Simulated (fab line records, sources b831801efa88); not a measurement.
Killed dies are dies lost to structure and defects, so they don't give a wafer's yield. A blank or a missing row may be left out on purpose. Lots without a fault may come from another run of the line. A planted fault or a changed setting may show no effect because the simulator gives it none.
Which tool did it? | flow sky130 | 24 lots, 72 wafers sampled, at 5 steps of a route of 708

WHAT THE GAUGES READ, wafer by wafer
SKY_VT_ADJUST_LVTN_TW_MEAS_21. Usual: VT_ADJUST_LVTN_2_TW 188.1, standard deviation 1.3.
lot  | measured     | on            | VT_ADJUST_LVTN_2_TW | flag
L074 | day 7 18:19  | film_metro-01 | 188.8 189.0 188.9   |
L075 | day 7 19:56  | film_metro-01 | 187.9 187.8 189.0   |
L076 | day 8 03:23  | film_metro-02 | 186.2 187.5 187.1   |
L077 | day 8 05:01  | film_metro-01 | 188.0 186.9 187.0   |
L078 | day 8 11:04  | film_metro-01 | 186.4 187.8 188.0   |
L079 | day 9 00:25  | film_metro-01 | 189.1 188.5 189.3   |
L080 | day 9 01:49  | film_metro-04 | 188.9 189.1 189.7   |
L081 | day 9 06:32  | film_metro-01 | 189.7 189.1 188.6   |
L082 | day 9 14:26  | film_metro-01 | 189.0 189.3 189.3   |
L083 | day 9 23:35  | film_metro-01 | 188.7 189.4 188.9   |
L084 | day 10 07:55 | film_metro-01 | 186.8 187.0 187.6   |
L085 | day 10 13:07 | film_metro-01 | 186.9 187.1 186.7   |
L086 | day 10 21:11 | film_metro-04 | 188.4 187.3 189.8   |
L087 | day 11 02:47 | film_metro-04 | 189.5 190.1 189.4   |
L088 | day 11 09:52 | film_metro-01 | 186.9 186.0 186.8   |
L089 | day 11 12:55 | film_metro-01 | 185.5 186.6 186.5   |
L090 | day 11 22:08 | film_metro-04 | 189.8 189.4 189.9   |
L091 | day 12 09:27 | film_metro-04 | 189.4 188.7 187.9   |
L092 | day 12 17:25 | film_metro-01 | 185.5 186.7 186.4   |
L097 | day 14 16:28 | film_metro-01 | 187.4 187.8 188.3   |
L094 | day 14 17:25 | film_metro-01 | 186.3 187.4 186.8   |
L095 | day 14 18:01 | film_metro-04 | 188.8 189.4 188.9   |
L096 | day 14 18:41 | film_metro-01 | 185.8 186.5 185.9   |
L093 | day 14 19:27 | film_metro-04 | 189.0 189.1 189.3   |

SKY_SD_N_CD_MEAS_07: target cd 380 nm. Usual: cd_nm 379.9 nm, standard deviation 2.8.
lot  | measured     | on        | cd_nm (nm)        | flag
L074 | day 27 15:17 | cd_sem-01 | 380.3 379.2 377.7 |
L075 | day 27 21:38 | cd_sem-01 | 383.8 382.5 383.8 |
L076 | day 28 00:25 | cd_sem-02 | 376.7 376.9 375.7 |
L077 | day 28 13:30 | cd_sem-02 | 383.8 381.4 382.3 |
L078 | day 28 21:32 | cd_sem-01 | 379.0 379.5 378.4 |
L079 | day 29 13:31 | cd_sem-02 | 378.9 377.7 379.4 |
L080 | day 29 14:29 | cd_sem-02 | 384.1 380.7 379.5 |
L081 | day 29 22:56 | cd_sem-01 | 381.7 378.9 380.4 |
L082 | day 30 08:05 | cd_sem-02 | 381.1 379.0 381.9 |
L083 | day 30 20:14 | cd_sem-02 | 379.2 379.5 379.4 |
L084 | day 31 07:20 | cd_sem-01 | 383.4 381.9 385.3 |
L085 | day 31 08:47 | cd_sem-01 | 373.9 376.7 377.3 |
L086 | day 31 16:46 | cd_sem-02 | 380.6 380.4 381.4 |
L087 | day 31 21:03 | cd_sem-01 | 381.5 382.4 380.0 |
L088 | day 32 07:51 | cd_sem-01 | 386.1 384.3 384.6 |
L089 | day 32 19:06 | cd_sem-02 | 378.1 378.7 379.4 |
L090 | day 32 22:30 | cd_sem-02 | 381.6 384.1 382.8 |
L091 | day 33 10:28 | cd_sem-01 | 382.4 384.0 381.6 |
L092 | day 34 00:39 | cd_sem-01 | 385.1 381.0 383.3 |
L097 | day 35 18:23 | cd_sem-01 | 376.9 377.0 376.3 |
L094 | day 35 18:08 | cd_sem-01 | 380.2 379.1 379.3 |
L095 | day 35 18:53 | cd_sem-02 | 379.1 380.1 380.6 |
L096 | day 36 01:07 | cd_sem-02 | 377.9 376.7 378.2 |
L093 | day 35 20:42 | cd_sem-02 | 375.8 377.4 376.7 |

SKY_CONTACT_RS_MEAS_25: measures by four-point-probe. Usual: CONTACT_W_RS 0.340 ohm/sq, standard deviation 0.0052.
lot  | measured     | on            | CONTACT_W_RS (ohm/sq) | flag
L074 | day 31 08:52 | film_metro-01 | 0.341 0.341 0.341     |
L075 | day 31 15:31 | film_metro-01 | 0.340 0.341 0.340     |
L076 | day 31 18:56 | film_metro-01 | 0.343 0.339 0.338     |
L077 | day 32 07:40 | film_metro-04 | 0.334 0.344 0.345     |
L078 | day 32 13:55 | film_metro-04 | 0.343 0.345 0.343     |
L079 | day 33 04:10 | film_metro-04 | 0.337 0.345 0.332     |
L080 | day 33 07:48 | film_metro-03 | 0.329 0.330 0.343     |
L081 | day 33 15:45 | film_metro-03 | 0.342 0.331 0.339     |
L082 | day 33 22:51 | film_metro-01 | 0.340 0.336 0.338     |
L083 | day 34 13:10 | film_metro-04 | 0.340 0.340 0.339     |
L084 | day 34 21:47 | film_metro-04 | 0.333 0.342 0.344     |
L085 | day 34 23:10 | film_metro-03 | 0.348 0.347 0.339     |
L086 | day 35 07:26 | film_metro-01 | 0.336 0.329 0.337     |
L087 | day 35 10:47 | film_metro-01 | 0.346 0.344 0.340     |
L088 | day 35 21:07 | film_metro-01 | 0.348 0.346 0.344     |
L089 | day 36 06:47 | film_metro-04 | 0.344 0.339 0.346     |
L090 | day 36 13:19 | film_metro-04 | 0.332 0.336 0.342     |
L091 | day 36 22:38 | film_metro-03 | 0.344 0.341 0.337     |
L092 | day 37 12:23 | film_metro-03 | 0.338 0.344 0.338     |
L097 | day 39 04:56 | film_metro-04 | 0.339 0.336 0.340     |
L094 | day 39 04:36 | film_metro-03 | 0.340 0.349 0.344     |
L095 | day 39 06:16 | film_metro-04 | 0.341 0.345 0.347     |
L096 | day 39 11:56 | film_metro-04 | 0.341 0.348 0.340     |
L093 | day 39 08:21 | film_metro-03 | 0.348 0.345 0.353     |

WHICH TOOL RAN EACH LOT (tool, then ch and the chambers of the sampled wafers, then the start)
lot  | SKY_RES_PROTECT_STRIP_07             | SKY_LDD_N_STRIP_16
L074 | plasma_asher-04 ch 0,1, day 14 22:10 | plasma_asher-01 ch 0,1, day 17 10:33
L075 | plasma_asher-01 ch 0,1, day 15 02:23 | plasma_asher-01 ch 0,1, day 17 17:27
L076 | plasma_asher-01 ch 0,1, day 15 08:58 | plasma_asher-03 ch 0,1, day 17 23:10
L077 | plasma_asher-04 ch 0,1, day 15 19:19 | plasma_asher-03 ch 0,1, day 18 11:37
L078 | plasma_asher-01 ch 0,1, day 15 23:16 | plasma_asher-03 ch 0,1, day 18 18:19
L079 | plasma_asher-02 ch 0,1, day 16 19:51 | plasma_asher-03 ch 0,1, day 19 14:46
L080 | plasma_asher-01 ch 0,1, day 16 20:02 | plasma_asher-03 ch 0,1, day 19 15:14
L081 | plasma_asher-02 ch 0,1, day 17 05:40 | plasma_asher-01 ch 0,1, day 20 00:03
L082 | plasma_asher-04 ch 0,1, day 17 10:38 | plasma_asher-03 ch 0,1, day 20 08:04
L083 | plasma_asher-01 ch 0,1, day 18 02:55 | plasma_asher-03 ch 0,1, day 20 22:28
L084 | plasma_asher-04 ch 0,1, day 18 14:09 | plasma_asher-01 ch 0,1, day 21 14:02
L085 | plasma_asher-01 ch 0, day 18 16:34   | plasma_asher-01 ch 0,1, day 21 14:10
L086 | plasma_asher-01 ch 1, day 19 04:10   | plasma_asher-01 ch 0,1, day 21 22:10
L087 | plasma_asher-02 ch 0,1, day 19 10:24 | plasma_asher-02 ch 0,1, day 22 04:37
L088 | plasma_asher-04 ch 0,1, day 19 20:20 | plasma_asher-02 ch 0,1, day 22 14:43
L089 | plasma_asher-04 ch 0,1, day 20 06:34 | plasma_asher-02 ch 0, day 22 23:52
L090 | plasma_asher-04 ch 0,1, day 20 11:24 | plasma_asher-02 ch 0,1, day 23 03:49
L091 | plasma_asher-02 ch 0,1, day 21 03:55 | plasma_asher-01 ch 0,1, day 23 20:16
L092 | plasma_asher-04 ch 0,1, day 21 19:48 | plasma_asher-03 ch 0,1, day 24 12:27
L097 | plasma_asher-04 ch 0,1, day 23 15:43 | plasma_asher-03 ch 0,1, day 26 09:41
L094 | plasma_asher-02 ch 0,1, day 23 17:25 | plasma_asher-01 ch 0,1, day 26 10:51
L095 | plasma_asher-02 ch 0,1, day 23 20:01 | plasma_asher-01 ch 0,1, day 26 11:32
L096 | plasma_asher-02 ch 0,1, day 23 22:59 | plasma_asher-02 ch 0,1, day 26 17:34
L093 | plasma_asher-01 ch 0,1, day 23 22:09 | plasma_asher-03 ch 0,1, day 26 13:16
- SKY_RES_PROTECT_STRIP_07: strips in O2/N2.
- SKY_LDD_N_STRIP_16: strips in O2/N2.

WHAT THE TOOLS THEMSELVES READ (means of the sampled wafers that have a number; where no wafer has one, the mark that the record gives instead)
SKY_RES_PROTECT_STRIP_07. Usual: chamber_pressure_mTorr 1499.9 mTorr, standard deviation 1.4; drypump_motor_current_A 6.0 A, standard deviation 0.55; oes_product_au 0.518 a.u., standard deviation 0.0045; strip_time_to_endpoint_s 23.32 s, standard deviation 0.035.
lot  | tool            | chamber_pressure_mTorr (mTorr) | drypump_motor_current_A (A) | oes_product_au (a.u.) | strip_time_to_endpoint_s (s) | flag
L074 | plasma_asher-04 | 1499.4                         | 5.7                         | 0.514                 | 23.34                        |
L075 | plasma_asher-01 | 1500.3                         | 6.0                         | 0.518                 | 23.33                        |
L076 | plasma_asher-01 | 1498.7                         | 6.0                         | 0.521                 | 23.35                        |
L077 | plasma_asher-04 | 1500.8                         | 6.1                         | 0.519                 | 23.32                        |
L078 | plasma_asher-01 | 1500.9                         | 6.2                         | 0.523                 | 23.25                        |
L079 | plasma_asher-02 | 1497.9                         | 5.7                         | 0.521                 | 23.30                        |
L080 | plasma_asher-01 | 1499.5                         | 6.0                         | 0.519                 | 23.31                        |
L081 | plasma_asher-02 | 1501.3                         | 5.7                         | 0.520                 | 23.31                        |
L082 | plasma_asher-04 | 1498.9                         | 6.1                         | 0.519                 | 23.28                        |
L083 | plasma_asher-01 | 1498.5                         | 6.0                         | 0.514                 | 23.34                        |
L084 | plasma_asher-04 | 1500.9                         | 5.7                         | 0.520                 | 23.36                        |
L085 | plasma_asher-01 | 1500.5                         | 5.8                         | 0.518                 | 23.29                        |
L086 | plasma_asher-01 | 1499.2                         | 6.5                         | 0.512                 | 23.29                        |
L087 | plasma_asher-02 | 1498.4                         | 5.6                         | 0.520                 | 23.31                        |
L088 | plasma_asher-04 | 1500.8                         | 5.7                         | 0.515                 | 23.27                        |
L089 | plasma_asher-04 | 1500.0                         | 5.7                         | 0.518                 | 23.34                        |
L090 | plasma_asher-04 | 1500.4                         | 6.1                         | 0.514                 | 23.29                        |
L091 | plasma_asher-02 | 1499.5                         | 5.6                         | 0.514                 | 23.31                        |
L092 | plasma_asher-04 | 1498.8                         | 6.1                         | 0.517                 | 23.36                        |
L097 | plasma_asher-04 | 1500.8                         | 5.7                         | 0.518                 | 23.37                        |
L094 | plasma_asher-02 | 1501.2                         | 5.7                         | 0.522                 | 23.36                        |
L095 | plasma_asher-02 | 1499.2                         | 5.6                         | 0.517                 | 23.33                        |
L096 | plasma_asher-02 | 1499.7                         | 5.6                         | 0.518                 | 23.35                        |
L093 | plasma_asher-01 | 1499.7                         | 6.0                         | 0.518                 | 23.33                        |

SKY_LDD_N_STRIP_16. Usual: chamber_pressure_mTorr 1499.9 mTorr, standard deviation 1.4; drypump_motor_current_A 6.1 A, standard deviation 0.54; oes_product_au 0.407 a.u., standard deviation 0.0045; strip_time_to_endpoint_s 4.316 s, standard deviation 0.02.
lot  | tool            | chamber_pressure_mTorr (mTorr) | drypump_motor_current_A (A) | oes_product_au (a.u.) | strip_time_to_endpoint_s (s) | flag
L074 | plasma_asher-01 | 1500.6                         | 6.0                         | 0.403                 | 4.317                        |
L075 | plasma_asher-01 | 1497.5                         | 6.3                         | 0.404                 | 4.318                        |
L076 | plasma_asher-03 | 1500.2                         | 6.3                         | 0.405                 | 4.308                        |
L077 | plasma_asher-03 | 1500.5                         | 6.3                         | 0.411                 | 4.301                        |
L078 | plasma_asher-03 | 1499.7                         | 6.3                         | 0.406                 | 4.317                        |
L079 | plasma_asher-03 | 1499.7                         | 5.9                         | 0.407                 | 4.302                        |
L080 | plasma_asher-03 | 1500.3                         | 5.9                         | 0.407                 | 4.291                        |
L081 | plasma_asher-01 | 1500.2                         | 6.0                         | 0.409                 | 4.297                        |
L082 | plasma_asher-03 | 1499.1                         | 5.9                         | 0.412                 | 4.305                        |
L083 | plasma_asher-03 | 1500.9                         | 5.9                         | 0.407                 | 4.314                        |
L084 | plasma_asher-01 | 1500.0                         | 6.3                         | 0.410                 | 4.321                        |
L085 | plasma_asher-01 | 1499.1                         | 6.0                         | 0.407                 | 4.311                        |
L086 | plasma_asher-01 | 1498.8                         | 6.0                         | 0.407                 | 4.324                        |
L087 | plasma_asher-02 | 1501.1                         | 5.6                         | 0.409                 | 4.304                        |
L088 | plasma_asher-02 | 1499.9                         | 6.1                         | 0.409                 | 4.339                        |
L089 | plasma_asher-02 | 1502.5                         | 5.2                         | 0.405                 | 4.345                        |
L090 | plasma_asher-02 | 1499.4                         | 5.7                         | 0.406                 | 4.281                        |
L091 | plasma_asher-01 | 1500.4                         | 6.3                         | 0.410                 | 4.351                        |
L092 | plasma_asher-03 | 1498.6                         | 6.3                         | 0.408                 | 4.317                        |
L097 | plasma_asher-03 | 1498.0                         | 5.9                         | 0.404                 | 4.341                        |
L094 | plasma_asher-01 | 1499.4                         | 6.0                         | 0.407                 | 4.325                        |
L095 | plasma_asher-01 | 1500.5                         | 6.3                         | 0.410                 | 4.317                        |
L096 | plasma_asher-02 | 1499.6                         | 6.1                         | 0.405                 | 4.341                        |
L093 | plasma_asher-03 | 1499.2                         | 5.8                         | 0.405                 | 4.306                        |

THE ANSWER, worked out from the rows above alone
Rule: a lot is off if the mean of its wafers that have a number lies more than 3 standard deviations from the usual mean. A lot without any number at a reading at which 4 lots or more have one is off too. The other lots that the step has rows for count as sound. The gauges are gone through in route order, then the tools' own readings, and for those a lot's mean is taken as printed above. The first step at which some lot is off is used, and at that step the reading that is off furthest; a lot without a number counts as furthest.
No lot is off at any reading shown: from this, nothing can be told.

WHAT THE SIMULATOR HAD PUT IN
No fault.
